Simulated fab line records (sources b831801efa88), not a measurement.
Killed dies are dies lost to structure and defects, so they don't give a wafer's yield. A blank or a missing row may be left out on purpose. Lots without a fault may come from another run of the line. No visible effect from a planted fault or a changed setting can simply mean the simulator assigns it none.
fab line records    flow sky130
record: lots: 11  wafers: 32  last_day: 49
route steps=708 shown LOCAL_INTERCONNECT@402 CONTACT@421 METAL1@452 CAPM@537 METAL3@567 PAD_OPEN@708
lots that met no fault: from a run of the same line without faults
start_h: the number of hours between the record's first day and the start of the first shown wafer of the lot    wait_h: how many hours have passed since the lot's step before this one    " unchanged from the row above    L1.1+2: a row that stands for several wafers    - no value, or no start given    * or withheld: withheld    < > ~ a bound
route shown NAME@n: names a module that has steps shown in the file, with the first one's number in the route    usual: average and standard deviation across the fault-free wafers    same: alike in all rows    chamber/n: place in a boat    sites: each site's reading    _std_site: the standard deviation of these    _edge_site: the outer-site mean with the inner-site mean subtracted    radius_mm: for every site, how far away it sits from the centre of the wafer    mask NAME#n: copy n    behind: tool/chamber where the wafer was last shaped    hold: what put the lot on hold/how long, in hours/how the hold closed    device: the n, p or np transistor that did not switch    end of line: the route-end tests of the same wafers    a step with no rows: only its recipe    killed: the dies lost at the first sort to structure and to defects; this is not the yield of the wafer    map: dies across one wafer; x = killed, . = not, _ = none there
set.NAME: setting as actually run; set.NAME@STEP: the setting as run at that earlier step    model.NAME: the simulator's own value behind a step, which no gauge read
route steps across a sampled set of lots; one table per step, one row per wafer
services: when a tool's chamber went out of use (start_h, in hours from the record's first day, below 0 if earlier), for how many hours, and the reason
== steps ==
step: SKY_LOCAL_INTERCONNECT_STRIP_15
recipe: chemistry: O2/N2  power_w: 1400  pressure_mtorr: 1500  platen_temp_c: withheld  o2_flow_sccm: 3000  n2_flow_sccm: 300  overash_fraction: 0.5
usual: drypump_motor_current_A: 5.7/0.48  oes_product_au: 0.427/0.0043  strip_time_to_endpoint_s: 4.721/0.018
same: overash_fraction: 0.5
lot.wafer  tool             chamber  start_h  wait_h  drypump_motor_current_A  oes_product_au  rf_hours_counter_h  strip_time_to_endpoint_s
L747.3     plasma_asher-03  0        696.57   0.1     5.8                      0.422           -                   4.730
L747.4     "                1        "        "       5.7                      0.421           -                   4.722
L747.5     "                1        "        "       5.7                      0.426           -                   4.734
L748.1     plasma_asher-03  1        697.40   0.0     5.7                      0.426           60                  4.715
L748.4     "                0        "        "       5.7                      0.433           -                   4.737
L748.6     "                0        "        "       5.7                      0.427           -                   4.731
L756.3     plasma_asher-03  0        765.13   0.1     5.8                      0.424           -                   4.697
L756.5     "                0        "        "       5.7                      0.430           -                   4.720
L756.6     "                1        "        "       5.7                      0.428           -                   4.708
L757.3     plasma_asher-01  1        772.40   0.1     4.9                      0.436           -                   4.699
L757.5     "                0        "        "       6.4                      0.428           -                   4.719
L759.1     plasma_asher-01  0        783.37   0.0     6.4                      0.424           4                   4.703
L759.2     "                1        "        "       5.0                      0.422           4                   4.693
L759.6     "                1        "        "       5.0                      0.430           -                   4.693
L761.1     plasma_asher-04  0        793.37   0.0     6.1                      0.419           37                  4.707
L761.2     "                1        "        "       5.1                      0.433           37                  4.753
L761.5     "                0        "        "       6.1                      0.432           -                   4.728
L762.1     plasma_asher-04  1        804.65   0.0     5.2                      0.431           38                  4.725
L762.5     "                1        "        "       5.2                      0.427           -                   4.719
L762.6     "                0        "        "       6.1                      0.426           -                   4.694
L764.1     plasma_asher-03  0        819.30   0.0     5.8                      0.432           70                  4.709
L764.5     "                1        "        "       5.7                      0.425           -                   4.719
L764.6     "                0        "        "       5.8                      0.430           -                   4.709
L767.2     plasma_asher-01  0        849.37   0.0     6.4                      0.425           11                  4.729
L767.4     "                1        "        "       5.0                      0.426           -                   4.727
L767.6     "                0        "        "       6.4                      0.423           -                   4.738
L766.1     plasma_asher-03  1        851.51   0.0     5.7                      0.430           74                  4.733
L766.4     "                1        "        "       5.7                      0.428           -                   4.719
L766.5     "                0        "        "       5.8                      0.433           -                   4.712
L768.1     plasma_asher-03  0        860.64   0.0     5.8                      0.420           74                  4.722
L768.3     "                0        "        "       5.8                      0.434           -                   4.690
L768.5     "                0        "        "       5.8                      0.423           -                   4.692
step: SKY_CONTACT_OVL_MEAS_15
usual: CONTACT_OVL: -3/5.5
lot.wafer  tool        chamber  start_h  wait_h  CONTACT_OVL[nm]
L747.3     overlay-01  -        724.45   0.1     -1
L747.4     "           -        "        "       -5
L747.5     "           -        "        "       -8
L748.1     overlay-02  -        725.00   0.1     -7
L748.4     "           -        "        "       -11
L748.6     "           -        "        "       -13
L756.3     overlay-02  -        792.16   0.1     5
L756.5     "           -        "        "       -1
L756.6     "           -        "        "       -6
L757.3     overlay-02  -        799.88   0.1     6
L757.5     "           -        "        "       6
L759.1     overlay-02  -        811.71   0.1     -3
L759.2     "           -        "        "       2
L759.6     "           -        "        "       -2
L761.1     overlay-01  -        821.65   0.1     -4
L761.2     "           -        "        "       4
L761.5     "           -        "        "       -3
L762.1     overlay-01  -        832.19   0.1     -10
L762.5     "           -        "        "       -4
L762.6     "           -        "        "       -6
L764.1     overlay-01  -        846.32   0.1     -14
L764.5     "           -        "        "       -10
L764.6     "           -        "        "       -11
L767.2     overlay-02  -        876.73   0.1     -10
L767.4     "           -        "        "       -12
L767.6     "           -        "        "       -7
L766.1     overlay-01  -        880.00   0.1     8
L766.4     "           -        "        "       1
L766.5     "           -        "        "       -1
L768.1     overlay-02  -        888.72   0.1     -13
L768.3     "           -        "        "       -12
L768.5     "           -        "        "       -7
step: SKY_METAL1_ETCH_18
recipe: chemistry: N2/H2  target: BARC  ion_energy_ev: 200  bias_w: 100  pressure_mtorr: 30  n2_flow_sccm: 100  h2_flow_sccm: 200  icp_w: 500  stop_on: SiO2  time_s: 45.9  target_depth_a: 600
usual: drypump_motor_current_A: 6.0/0.37  oes_product_au: 0.853/0.0049  throttle_valve_pct: 13.224/0.0087
same: time_s: 45.9
lot.wafer  tool          chamber  start_h  wait_h  drypump_motor_current_A  oes_product_au  rf_hours_counter_h  throttle_valve_pct
L747.3     rie_metal-01  0        752.34   0.0     5.8                      0.850           -                   13.209
L747.4     "             1        "        "       6.4                      0.860           -                   13.227
L747.5     "             1        "        "       6.5                      0.850           -                   13.205
L748.1     rie_metal-03  0        753.47   0.0     6.4                      0.859           8                   13.233
L748.4     "             1        "        "       5.4                      0.845           -                   13.201
L748.6     "             1        "        "       5.4                      0.848           -                   13.226
L756.3     rie_metal-01  0        820.82   0.0     5.8                      0.849           -                   13.209
L756.5     "             1        "        "       6.4                      0.852           -                   13.220
L756.6     "             0        "        "       5.8                      0.845           -                   13.223
L757.3     rie_metal-03  0        827.62   0.0     6.3                      0.853           -                   13.232
L757.5     "             1        "        "       5.3                      0.849           -                   13.215
L759.1     rie_metal-03  0        840.22   0.0     6.4                      0.853           11                  13.227
L759.2     "             1        "        "       5.4                      0.847           11                  13.240
L759.6     "             0        "        "       6.4                      0.856           -                   13.218
L761.1     rie_metal-02  0        850.05   0.0     5.7                      0.861           7                   13.231
L761.2     "             1        "        "       6.2                      0.854           9                   13.217
L761.5     "             0        "        "       5.7                      0.850           -                   13.234
L762.1     rie_metal-02  1        860.77   0.0     6.2                      0.861           10                  13.214
L762.5     "             1        "        "       6.2                      0.856           -                   13.242
L762.6     "             0        "        "       5.7                      0.847           -                   13.226
L764.1     rie_metal-02  1        874.66   0.0     6.2                      0.857           11                  13.223
L764.5     "             0        "        "       5.7                      0.862           -                   13.215
L764.6     "             1        "        "       6.2                      0.852           -                   13.217
L767.2     rie_metal-01  0        905.47   0.0     5.8                      0.851           11                  13.222
L767.4     "             0        "        "       5.8                      0.851           -                   13.226
L767.6     "             1        "        "       6.4                      0.853           -                   13.222
L766.1     rie_metal-01  1        908.25   0.0     6.4                      0.849           1                   13.217
L766.4     "             1        "        "       6.4                      0.856           -                   13.239
L766.5     "             1        "        "       6.5                      0.857           -                   13.215
L768.1     rie_metal-03  1        916.70   0.1     5.4                      0.854           15                  13.223
L768.3     "             1        "        "       5.4                      0.852           -                   13.202
L768.5     "             1        "        "       5.4                      0.860           -                   13.215
step: SKY_CAPM_CVD_00
recipe: material: SiO2  target_thk_nm: 15.5  temp_c: 400  time_s: withheld  rf_w: 450
usual: heater_power_w: 686/110
lot.wafer  tool      chamber  start_h  wait_h  heater_power_w
L747.3     pecvd-02  2        839.41   0.0     800
L747.4     "         0        "        "       901
L747.5     "         1        "        "       800
L748.1     pecvd-01  0        839.51   0.0     546
L748.4     "         2        "        "       655
L748.6     "         0        "        "       557
L756.3     pecvd-02  2        905.45   0.0     803
L756.5     "         2        "        "       822
L756.6     "         0        "        "       920
L757.3     pecvd-02  1        913.97   0.0     789
L757.5     "         1        "        "       784
L759.1     pecvd-03  2        925.79   0.0     647
L759.2     "         1        "        "       663
L759.6     "         1        "        "       661
L761.1     pecvd-01  0        936.22   0.0     566
L761.2     "         2        "        "       681
L761.5     "         1        "        "       616
L762.1     pecvd-03  2        945.97   0.0     686
L762.5     "         2        "        "       689
L762.6     "         0        "        "       651
L764.1     pecvd-03  1        960.43   0.0     587
L764.5     "         2        "        "       693
L764.6     "         0        "        "       651
L767.2     pecvd-01  0        988.84   0.0     590
L767.4     "         0        "        "       600
L767.6     "         1        "        "       519
L766.1     pecvd-03  1        992.93   0.0     621
L766.4     "         2        "        "       649
L766.5     "         0        "        "       653
L768.1     pecvd-02  1        999.58   0.0     825
L768.3     "         2        "        "       798
L768.5     "         2        "        "       812
step: SKY_CAPM_THK_MEAS_01
recipe: reads: SiO2_of_CAPM_CVD_00
usual: CAPM_CVD_00_THK: 15.57/0.24
lot.wafer  tool           chamber  start_h  wait_h  CAPM_CVD_00_THK[nm]
L747.3     film_metro-04  -        839.45   -       15.39
L747.4     "              -        "        "       15.89
L747.5     "              -        "        "       15.26
L748.1     film_metro-01  -        839.54   -       15.25
L748.4     "              -        "        "       15.45
L748.6     "              -        "        "       15.64
L756.3     film_metro-04  -        905.50   -       22.52
L756.5     "              -        "        "       15.70
L756.6     "              -        "        "       15.82
L757.3     film_metro-04  -        914.01   -       22.28
L757.5     "              -        "        "       15.35
L759.1     film_metro-01  -        925.81   -       15.54
L759.2     "              -        "        "       15.50
L759.6     "              -        "        "       15.79
L761.1     film_metro-04  -        936.24   -       15.49
L761.2     "              -        "        "       15.28
L761.5     "              -        "        "       15.57
L762.1     film_metro-02  -        945.99   -       15.81
L762.5     "              -        "        "       16.15
L762.6     "              -        "        "       15.57
L764.1     film_metro-01  -        960.45   -       15.58
L764.5     "              -        "        "       16.04
L764.6     "              -        "        "       15.77
L767.2     film_metro-04  -        988.87   -       15.45
L767.4     "              -        "        "       15.67
L767.6     "              -        "        "       15.62
L766.1     film_metro-02  -        992.95   -       15.43
L766.4     "              -        "        "       15.69
L766.5     "              -        "        "       15.70
L768.1     film_metro-02  -        999.60   -       15.51
L768.3     "              -        "        "       15.46
L768.5     "              -        "        "       15.79
step: SKY_METAL3_ETCH_17
recipe: target: SiO2  stop_on: TiN  chemistry: C4F8/O2/Ar  source_w: 1500  bias_w: 1200  pressure_mtorr: 40  c4f8_flow_sccm: withheld  O2_flow_sccm: 6  Ar_flow_sccm: 300  time_s: 3.9  target_depth_a: 150
usual: oes_product_au: 0.756/0.0075
same: time_s: 3.9
lot.wafer  tool         chamber  start_h  wait_h  oes_product_au  rf_hours_counter_h
L747.3     rie_diel-02  3        892.97   0.1     0.744           14
L747.4     "            0        "        "       0.767           17
L747.5     "            0        "        "       0.746           -
L748.1     rie_diel-04  1        893.49   0.1     0.744           2
L748.4     "            0        "        "       0.744           10
L748.6     "            1        "        "       0.765           -
L756.3     rie_diel-02  0        959.60   0.0     0.920           20
L756.5     "            2        "        "       0.764           -
L756.6     "            3        "        "       0.758           -
L757.3     rie_diel-03  2        967.41   0.0     0.922           11
L757.5     "            0        "        "       0.746           -
L759.1     rie_diel-03  0        978.34   0.1     0.758           26
L759.2     "            1        "        "       0.750           25
L759.6     "            0        "        "       0.761           -
L761.1     rie_diel-02  3        987.40   0.1     0.753           16
L761.2     "            1        "        "       0.745           8
L761.5     "            1        "        "       0.753           -
L762.1     rie_diel-03  1        997.30   0.1     0.756           25
L762.5     "            0        "        "       0.765           -
L762.6     "            1        "        "       0.752           -
L764.1     rie_diel-02  1        1010.16  0.1     0.755           9
L764.5     "            1        "        "       0.773           -
L764.6     "            2        "        "       0.758           -
L767.2     rie_diel-03  3        1034.99  0.1     0.752           22
L767.4     "            2        "        "       0.761           14
L767.6     "            0        "        "       0.753           -
L766.1     rie_diel-03  3        1038.61  0.1     0.753           22
L766.4     "            0        "        "       0.758           29
L766.5     "            2        "        "       0.754           -
L768.1     rie_diel-02  1        1044.71  0.1     0.758           9
L768.3     "            2        "        "       0.758           10
L768.5     "            3        "        "       0.757           -
step: SKY_PAD_OPEN_PROBE_99
usual: defect_limited_yield: 82.5/1.9  killed_at_M0_to_M3: 42/7.4  killed_at_M4_up: 3.4/1.8  killed_at_contacts: 25/5.4  killed_at_front_end: 15/4.4  killed_at_other: 0.2/0.52  killed_dies: 86/9.3  killed_open: 47/7.6  killed_short: 39/6.5
same: gross_dies: 492  killed_at_back_side: 0
lot.wafer  tool       chamber  start_h  wait_h  defect_limited_yield[%]  killed_at_M0_to_M3  killed_at_M4_up  killed_at_contacts  killed_at_front_end  killed_at_other  killed_dies  killed_open  killed_short
L747.3     prober-02  -        1072.08  0.2     80.3                     58                  1                24                  14                   0                97           52           45
L747.4     prober-02  -        1072.13  0.2     82.1                     47                  1                22                  18                   0                88           45           43
L747.5     prober-02  -        1072.18  0.2     80.7                     57                  4                24                  10                   0                95           50           45
L748.1     prober-01  -        1072.98  0.1     83.1                     41                  4                21                  17                   0                83           50           33
L748.4     prober-01  -        1073.13  0.2     80.3                     53                  2                23                  19                   0                97           57           40
L748.6     prober-01  -        1073.23  0.2     83.1                     41                  3                19                  19                   1                83           44           39
L756.3     prober-01  -        1123.87  0.2     83.3                     43                  4                18                  17                   0                82           50           32
L756.5     prober-01  -        1123.97  0.2     84.1                     48                  2                13                  14                   1                78           42           36
L756.6     prober-01  -        1124.02  0.2     80.9                     57                  1                29                  6                    1                94           38           56
L757.3     prober-02  -        1128.75  0.2     83.1                     42                  3                24                  14                   0                83           39           44
L757.5     prober-02  -        1128.85  0.2     84.1                     36                  5                20                  17                   0                78           34           44
L759.1     prober-02  -        1138.21  0.1     83.9                     37                  4                26                  12                   0                79           40           39
L759.2     prober-02  -        1138.26  0.1     81.1                     49                  2                25                  17                   0                93           50           43
L759.6     prober-02  -        1138.46  0.2     80.9                     42                  3                27                  21                   1                94           58           36
L761.1     prober-02  -        1143.60  0.1     85.4                     35                  0                23                  14                   0                72           40           32
L761.2     prober-02  -        1143.65  0.1     83.9                     34                  0                26                  19                   0                79           43           36
L761.5     prober-02  -        1143.80  0.2     82.9                     45                  4                25                  10                   0                84           48           36
L762.1     prober-02  -        1152.18  0.1     84.1                     38                  4                19                  17                   0                78           41           37
L762.5     prober-02  -        1152.38  0.2     83.3                     31                  4                30                  17                   0                82           46           36
L762.6     prober-02  -        1152.43  0.2     85.2                     32                  2                21                  18                   0                73           39           34
L764.1     prober-02  -        1160.84  0.1     83.1                     41                  3                26                  13                   0                83           53           30
L764.5     prober-02  -        1161.04  0.2     79.5                     55                  3                25                  18                   0                101          59           42
L764.6     prober-02  -        1161.09  0.2     84.8                     37                  7                22                  8                    1                75           37           38
L767.2     prober-02  -        1180.29  0.1     82.7                     36                  2                28                  18                   1                85           42           43
L767.4     prober-02  -        1180.39  0.2     85.4                     37                  4                24                  7                    0                72           42           30
L767.6     prober-02  -        1180.49  0.2     84.6                     34                  2                30                  10                   0                76           41           35
L766.1     prober-01  -        1182.60  0.1     83.1                     43                  2                21                  16                   1                83           37           46
L766.4     prober-01  -        1182.75  0.2     83.7                     36                  4                27                  12                   1                80           41           39
L766.5     prober-01  -        1182.80  0.2     82.7                     33                  3                33                  16                   0                85           46           39
L768.1     prober-02  -        1186.65  0.1     87.0                     29                  0                21                  13                   1                64           40           24
L768.3     prober-02  -        1186.75  0.2     82.5                     49                  4                21                  12                   0                86           45           41
L768.5     prober-02  -        1186.85  0.2     83.7                     35                  3                23                  17                   2                80           41           39
killed by level:class
L747.3 VIA2:geometric_particle:open=11 CONTACT:geometric_particle:open=9 METAL1:geometric_particle:short=9 VIA1:geometric_particle:open=7 VIA3:geometric_particle:short=6 FIELD_ISO:geometric_particle:open=5 VIA2:geometric_particle:short=5 VIA3:geometric_particle:open=5
L747.4 METAL1:geometric_particle:short=12 FIELD_ISO:geometric_particle:open=11 VIA1:geometric_particle:open=8 METAL2:geometric_particle:short=7 VIA3:geometric_particle:open=7 CONTACT:geometric_particle:short=6 LI_CONTACT:geometric_particle:open=5 CONTACT:geometric_particle:open=5
L747.5 METAL2:geometric_particle:short=11 VIA3:geometric_particle:open=11 CONTACT:geometric_particle:open=9 VIA1:geometric_particle:short=7 VIA1:geometric_particle:open=7 LI_CONTACT:geometric_particle:open=6 METAL1:geometric_particle:short=6 VIA2:geometric_particle:open=5
L748.1 VIA1:geometric_particle:open=14 VIA3:geometric_particle:open=11 CONTACT:geometric_particle:open=9 POLY_GATE:geometric_particle:short=6 FIELD_ISO:geometric_particle:open=4 LI_CONTACT:geometric_particle:short=4 METAL2:geometric_particle:short=4 FIELD_ISO:geometric_particle:short=3
L748.4 VIA1:geometric_particle:open=18 CONTACT:geometric_particle:open=10 FIELD_ISO:geometric_particle:open=9 LOCAL_INTERCONNECT:geometric_particle:short=6 VIA3:geometric_particle:open=6 METAL1:geometric_particle:short=5 VIA2:geometric_particle:open=5 FIELD_ISO:geometric_particle:short=4
L748.6 VIA1:geometric_particle:open=10 FIELD_ISO:geometric_particle:open=7 VIA1:geometric_particle:short=7 LI_CONTACT:geometric_particle:open=6 VIA2:geometric_particle:open=6 FIELD_ISO:geometric_particle:short=5 CONTACT:geometric_particle:open=5 VIA3:geometric_particle:open=4
L756.3 VIA1:geometric_particle:open=11 VIA3:geometric_particle:open=11 POLY_GATE:geometric_particle:open=5 LOCAL_INTERCONNECT:geometric_particle:short=5 METAL1:geometric_particle:short=5 VIA2:geometric_particle:open=5 FIELD_ISO:geometric_particle:open=4 LI_CONTACT:geometric_particle:open=4
L756.5 METAL2:geometric_particle:short=9 VIA1:geometric_particle:open=7 VIA2:geometric_particle:open=7 POLY_GATE:geometric_particle:open=6 CONTACT:geometric_particle:open=5 VIA3:geometric_particle:open=5 LI_CONTACT:geometric_particle:open=4 METAL3:geometric_particle:short=4
L756.6 METAL1:geometric_particle:short=11 CONTACT:geometric_particle:open=11 VIA3:geometric_particle:open=8 METAL2:geometric_particle:short=8 LOCAL_INTERCONNECT:geometric_particle:short=6 VIA2:geometric_particle:open=6 CONTACT:geometric_particle:short=5 VIA1:geometric_particle:short=5
L757.3 CONTACT:geometric_particle:open=10 METAL1:geometric_particle:short=9 METAL2:geometric_particle:short=9 VIA1:geometric_particle:open=7 VIA2:geometric_particle:open=7 FIELD_ISO:geometric_particle:short=5 FIELD_ISO:geometric_particle:open=4 LI_CONTACT:geometric_particle:short=4
L757.5 VIA1:geometric_particle:open=8 VIA1:geometric_particle:short=7 CONTACT:geometric_particle:short=6 METAL2:geometric_particle:short=6 POLY_GATE:geometric_particle:short=5 CONTACT:geometric_particle:open=5 LOCAL_INTERCONNECT:geometric_particle:short=4 VIA2:geometric_particle:open=4
L759.1 CONTACT:geometric_particle:open=10 VIA3:geometric_particle:open=7 LOCAL_INTERCONNECT:geometric_particle:short=5 LI_CONTACT:geometric_particle:open=5 VIA1:geometric_particle:open=5 VIA2:geometric_particle:short=5 VIA3:geometric_particle:short=5 FIELD_ISO:geometric_particle:short=4
L759.2 LI_CONTACT:geometric_particle:open=10 CONTACT:geometric_particle:open=8 VIA1:geometric_particle:open=8 VIA2:geometric_particle:open=8 VIA3:geometric_particle:open=7 FIELD_ISO:geometric_particle:short=6 METAL2:geometric_particle:short=6 METAL1:geometric_particle:short=5
L759.6 CONTACT:geometric_particle:open=14 VIA1:geometric_particle:open=14 FIELD_ISO:geometric_particle:short=10 VIA2:geometric_particle:open=6 VIA3:geometric_particle:open=6 FIELD_ISO:geometric_particle:open=5 LI_CONTACT:geometric_particle:open=5 VIA1:geometric_particle:short=5
L761.1 LI_CONTACT:geometric_particle:open=8 CONTACT:geometric_particle:open=7 VIA1:geometric_particle:open=7 METAL2:geometric_particle:short=5 VIA2:geometric_particle:open=5 FIELD_ISO:geometric_particle:short=4 VIA3:geometric_particle:open=4 METAL2:geometric_particle:open=4
L761.2 CONTACT:geometric_particle:open=9 VIA1:geometric_particle:open=9 LI_CONTACT:geometric_particle:open=8 VIA1:geometric_particle:short=6 METAL2:geometric_particle:short=6 CONTACT:geometric_particle:short=5 FIELD_ISO:geometric_particle:short=4 POLY_GATE:geometric_particle:open=4
L761.5 VIA1:geometric_particle:open=9 VIA3:geometric_particle:open=8 CONTACT:geometric_particle:short=6 CONTACT:geometric_particle:open=6 LI_CONTACT:geometric_particle:open=5 METAL1:geometric_particle:short=5 VIA1:geometric_particle:short=5 METAL2:geometric_particle:short=5
L762.1 VIA3:geometric_particle:open=11 LI_CONTACT:geometric_particle:open=7 CONTACT:geometric_particle:open=5 VIA2:geometric_particle:open=5 FIELD_ISO:geometric_particle:open=4 POLY_GATE:geometric_particle:short=4 METAL1:geometric_particle:short=4 VIA1:geometric_particle:short=4
L762.5 LI_CONTACT:geometric_particle:open=10 CONTACT:geometric_particle:open=8 VIA1:geometric_particle:open=8 FIELD_ISO:geometric_particle:short=6 METAL1:geometric_particle:short=6 LOCAL_INTERCONNECT:geometric_particle:short=5 FIELD_ISO:geometric_particle:open=4 CONTACT:geometric_particle:short=4
L762.6 VIA1:geometric_particle:open=11 FIELD_ISO:geometric_particle:short=7 FIELD_ISO:geometric_particle:open=6 METAL1:geometric_particle:short=6 LI_CONTACT:geometric_particle:open=5 CONTACT:geometric_particle:short=4 LOCAL_INTERCONNECT:geometric_particle:short=4 METAL2:geometric_particle:short=4
L764.1 VIA2:geometric_particle:open=10 LI_CONTACT:geometric_particle:open=8 CONTACT:geometric_particle:open=7 VIA1:geometric_particle:open=7 POLY_GATE:geometric_particle:open=6 VIA3:geometric_particle:open=6 POLY_GATE:geometric_particle:short=4 METAL1:geometric_particle:short=4
L764.5 VIA1:geometric_particle:open=13 VIA2:geometric_particle:open=13 CONTACT:geometric_particle:open=8 FIELD_ISO:geometric_particle:open=7 CONTACT:geometric_particle:short=6 METAL1:geometric_particle:short=6 POLY_GATE:geometric_particle:open=5 LI_CONTACT:geometric_particle:short=5
L764.6 VIA1:geometric_particle:open=12 LOCAL_INTERCONNECT:geometric_particle:short=6 FIELD_ISO:geometric_particle:short=5 VIA3:geometric_particle:open=5 CONTACT:geometric_particle:open=5 METAL4:geometric_particle:short=5 METAL1:geometric_particle:short=5 LI_CONTACT:geometric_particle:open=4
L767.2 CONTACT:geometric_particle:open=11 VIA1:geometric_particle:open=9 METAL1:geometric_particle:short=7 FIELD_ISO:geometric_particle:short=6 LI_CONTACT:geometric_particle:open=6 CONTACT:geometric_particle:short=6 VIA3:geometric_particle:open=5 VIA1:geometric_particle:short=4
L767.4 VIA1:geometric_particle:open=13 LOCAL_INTERCONNECT:geometric_particle:short=7 CONTACT:geometric_particle:open=6 VIA3:geometric_particle:open=5 METAL2:geometric_particle:short=5 FIELD_ISO:geometric_particle:open=4 LI_CONTACT:geometric_particle:open=4 CONTACT:geometric_particle:short=3
L767.6 CONTACT:geometric_particle:open=10 VIA3:geometric_particle:open=8 LI_CONTACT:geometric_particle:open=6 CONTACT:geometric_particle:short=6 VIA1:geometric_particle:open=6 LOCAL_INTERCONNECT:geometric_particle:short=5 METAL2:geometric_particle:short=5 FIELD_ISO:geometric_particle:open=3
L766.1 VIA1:geometric_particle:open=13 LOCAL_INTERCONNECT:geometric_particle:short=7 LI_CONTACT:geometric_particle:open=6 VIA2:geometric_particle:short=6 LI_CONTACT:geometric_particle:short=5 METAL1:geometric_particle:short=5 VIA2:geometric_particle:open=5 FIELD_ISO:geometric_particle:open=4
L766.4 VIA1:geometric_particle:open=8 LI_CONTACT:geometric_particle:open=7 LOCAL_INTERCONNECT:geometric_particle:short=7 VIA3:geometric_particle:open=7 CONTACT:geometric_particle:open=6 METAL1:geometric_particle:short=6 LI_CONTACT:geometric_particle:short=4 METAL2:geometric_particle:short=4
L766.5 VIA1:geometric_particle:open=12 CONTACT:geometric_particle:open=10 CONTACT:geometric_particle:short=9 LI_CONTACT:geometric_particle:open=5 VIA2:geometric_particle:open=5 FIELD_ISO:geometric_particle:short=4 LI_CONTACT:geometric_particle:short=4 METAL2:geometric_particle:short=4
L768.1 VIA2:geometric_particle:open=8 LI_CONTACT:geometric_particle:open=7 CONTACT:geometric_particle:open=7 VIA3:geometric_particle:open=5 FIELD_ISO:geometric_particle:short=4 CONTACT:geometric_particle:short=4 VIA1:geometric_particle:open=3 VIA1:geometric_particle:short=3
L768.3 VIA1:geometric_particle:open=9 VIA2:geometric_particle:open=9 CONTACT:geometric_particle:short=7 VIA3:geometric_particle:open=7 METAL1:geometric_particle:short=5 CONTACT:geometric_particle:open=5 FIELD_ISO:geometric_particle:open=4 VIA2:geometric_particle:short=4
L768.5 CONTACT:geometric_particle:open=12 VIA2:geometric_particle:open=9 METAL2:geometric_particle:short=8 FIELD_ISO:geometric_particle:short=4 POLY_GATE:geometric_particle:short=4 LI_CONTACT:geometric_particle:open=4 CONTACT:geometric_particle:short=4 METAL1:geometric_particle:short=4
== services ==
tool             chamber  start_h  hours  kind
rie_diel-03      3        683.70   2.6    repair
pecvd-03         -        684.64   3.1    repair
pecvd-03         0        710.48   12.5   repair
plasma_asher-03  -        718.20   19.1   repair
pecvd-03         2        750.98   2.6    repair
rie_diel-03      1        765.21   4.5    repair
rie_diel-03      0        796.95   8.5    repair
rie_metal-01     1        802.36   2.2    repair
plasma_asher-03  -        808.62   3.0    repair
pecvd-03         -        835.54   1.1    repair
rie_diel-03      0        839.57   15.2   repair
pecvd-03         1        848.67   4.1    repair
rie_metal-01     -        859.83   2.8    pm
rie_diel-03      0        875.14   11.4   repair
rie_diel-02      1        893.04   2.9    repair
rie_diel-02      3        939.96   7.9    repair
plasma_asher-03  -        941.30   4.3    pm
rie_diel-02      -        952.82   0.4    repair
plasma_asher-03  -        985.70   5.7    repair
rie_diel-02      -        998.90   0.4    repair
rie_diel-02      3        1005.23  8.1    repair
rie_diel-02      0        1007.88  15.0   repair
rie_diel-02      -        1025.26  15.6   pm
rie_diel-02      0        1041.17  2.9    repair
== key ==
first_sign: step: SKY_CAPM_THK_MEAS_01  reading: CAPM_CVD_00_THK  direction: up  sigmas: 28  usual: 15.57  struck: 22.40
effect: step: SKY_METAL3_ETCH_17  reading: oes_product_au  direction: up  sigmas: 22  usual: 0.756  struck: 0.921
met_at SKY_CAPM_CVD_00
struck_lots L756,L757
struck_wafers L756.3,L757.3
not_acting_at SKY_LOCAL_INTERCONNECT_STRIP_15,SKY_CONTACT_OVL_MEAS_15,SKY_METAL1_ETCH_18
onset_between 839.41 905.45
fault: kind: process_parameter_drift  tool: pecvd-02  chamber: -  onset_h: 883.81  steps: SKY_CAPM_CVD_00  channel: target_thk_nm  offset: 7.1511  shape: step  end_h: 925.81  scope: struck_wafers_only  acts_in: these_recipes_only  stated: 15.5
